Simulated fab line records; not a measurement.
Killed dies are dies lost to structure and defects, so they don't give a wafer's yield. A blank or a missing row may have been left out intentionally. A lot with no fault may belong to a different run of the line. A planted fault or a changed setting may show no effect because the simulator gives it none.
Comparing a struck lot with a sound one + flow sky130 + 14 steps out of a route of 708
Sound: the wafers L235.2, L235.3, L235.5. Struck: wafers L241.2, L241.3, L241.6. The cause is named last.
Each step with rows lists, per side, the tool, then ch with its chambers, then its first start. Under that, the readings that differ: sound wafers + struck wafers + difference of the means + sigmas: that difference in standard deviations of wafers without a fault.
alike: readings whose means differ by less than 2 such deviations, and words and numbers that are the same on both sides. not compared: withheld readings, readings that some wafer has no value for, bounds like >300 that may hide the same value, and numbers for which the record gives no deviation and whose values overlap.
Wherever a step has rows on one side only, a row that says differs or no value, or a row with sigmas, the two part there. Non-overlapping numbers with no deviation appear without sigmas and do not part them. Lack of a reading on every wafer of one side parts them only where that side has two or more wafers.

first, 6 steps without rows for these wafers: SKY_METAL4_COAT_07 (resist thk 60 nm); SKY_METAL4_COAT_08 (resist thk 1140 nm); SKY_METAL4_SOFTBAKE_09 (time 90 s); SKY_METAL4_EXPOSE_10 (exposes mask MM4, target cd 300 nm); SKY_METAL4_PEB_11; SKY_METAL4_DEVELOP_12 (develop time 60 s).
SKY_METAL4_CD_MEAS_13: the cd target is 300 nm.
  sound on cdSem-01 at day 44 13:31; struck on cdSem-01 at day 46 11:35
  alike: cdNm
SKY_METAL4_OVL_MEAS_14:
  sound on overlay-02 at day 44 13:37; struck on overlay-02 at day 46 11:42
  alike: METAL4_OVL
SKY_METAL4_DESCUM_15: chemistry O2, time 8 s.
  sound on rieMetal-03 ch 1, day 44 13:38; struck on rieMetal-02 ch 1, day 46 11:44
| reading                  | sound       | struck      | difference | sigmas |
|--------------------------|-------------|-------------|------------|--------|
| drypumpMotorCurrentA (A) | 5.0 4.9 4.9 | 6.1 6.1 6.1 | +1.2       | +3     |
  alike: oesProductAu
  not compared: rfHoursCounterH
SKY_METAL4_ETCH_16: etches BARC in N2/H2, stops on SiO2, time 88.2 s, target depth 60 nm.
  sound on rieMetal-03 ch 1, day 44 13:40; struck on rieMetal-02 ch 1, day 46 11:46
| reading                  | sound       | struck      | difference | sigmas |
|--------------------------|-------------|-------------|------------|--------|
| drypumpMotorCurrentA (A) | 5.0 5.0 5.0 | 6.1 6.1 6.2 | +1.1       | +3     |
  alike: h2FlowSccm, oesProductAu, throttleValvePct
  not compared: rfHoursCounterH
SKY_METAL4_ETCH_17: etches SiO2 in C4F8/O2/Ar, stops on TiN, time 3.9 s, target depth 15 nm.
  sound on rieDiel-02 ch 0,1,3, day 44 13:46; struck on rieDiel-03 ch 0,1, day 46 11:52
  alike: oesProductAu
  not compared: rfHoursCounterH
SKY_METAL4_METAL_ETCH_18: etches the open film in Cl2/BCl3, stops on SiO2, target depth 845 nm, time 183.1 s.
  sound on rieMetal-04 ch 0, day 44 13:47; struck on rieMetal-03 ch 0,1, day 46 11:53
  alike: drypumpMotorCurrentA, oesProductAu, throttleValvePct
  not compared: rfHoursCounterH
SKY_METAL4_STRIP_19: strips in O2/N2.
  sound on plasmaAsher-01 ch 0,1, day 44 13:58; struck on plasmaAsher-01 ch 0, day 46 12:04
  no value came back on the struck wafers for chamberPressureMTorr (mTorr), drypumpMotorCurrentA (A), oesProductAu (a.u.), stripTimeToEndpointS (s); on the sound wafers chamberPressureMTorr (mTorr) reads 1501 1501 1498
| reading                                      | sound | struck            | difference | sigmas |
|----------------------------------------------|-------|-------------------|------------|--------|
| model.KrF-thick_of_METAL4_COAT_08.thkNm (nm) | 0 0 0 | 509.3 506.5 518.7 | +511.5     |        |
  not compared: rfHoursCounterH
then, 1 step without rows for these wafers: SKY_METAL4_STRIP_20 (strips in post etch residue remover, time 1200 s).

WHERE THEY PART
At SKY_METAL4_DESCUM_15 first; at SKY_METAL4_STRIP_19 last (within this record only).

WHY: whatever the simulator had introduced
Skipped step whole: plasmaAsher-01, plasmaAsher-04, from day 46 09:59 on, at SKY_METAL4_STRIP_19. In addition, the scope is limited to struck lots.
